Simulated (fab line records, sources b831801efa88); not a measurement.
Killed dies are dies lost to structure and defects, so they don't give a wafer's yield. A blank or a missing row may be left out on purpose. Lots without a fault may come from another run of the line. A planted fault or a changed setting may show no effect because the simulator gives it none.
Chamber matching | flow sfq_line | SFQ_TRILAYER_I4_CMP_CMP_100 on cmp-01: 4 sister chambers
The step polishes SiO2. 4 wafers are shown with their chamber, then 9 later ones without.

WAFERS WITH THEIR CHAMBER
wafer  | chamber | time_to_endpoint_s (s)
L892.3 | 0       | 223
L895.6 | 3       | 217
L905.1 | 1       | 203
L905.5 | 2       | 230

WAFERS WITHOUT THEIR CHAMBER
wafer  | time_to_endpoint_s (s)
L907.1 | 216
L907.4 | 202
L907.5 | 213
L908.4 | 231
L908.5 | 214
L908.6 | 216
L909.2 | 213
L909.5 | 224
L909.6 | 218

WHICH CHAMBER EACH WENT THROUGH
wafer  | from the rows above     | in truth
L907.1 | 3                       | 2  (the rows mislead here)
L907.4 | 1                       | 1
L907.5 | 3                       | 3
L908.4 | 2                       | 2
L908.5 | 3                       | 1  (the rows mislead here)
L908.6 | 3                       | 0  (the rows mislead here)
L909.2 | 3                       | 3
L909.5 | 0                       | 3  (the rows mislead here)
L909.6 | can't be placed: 3 or 0 | 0
Placed correctly: 4 of 9. Can't be placed from these rows: 1 (the true chamber is among the candidates in 1). Placed wrongly: 4.
How it was worked out, from the rows above alone: a wafer's distance from a chamber is the root of the sum, over the readings, of the square of ((its reading less the chamber's mean) divided by the reading's scatter). The wafer belongs to the nearest chamber; if the next one is less than 2 further off, it can't be placed. A chamber's mean is the mean of its shown wafers. The scatter: with one shown wafer a chamber, the root of the mean of the squares of how far each hidden wafer lies from its nearest shown one.
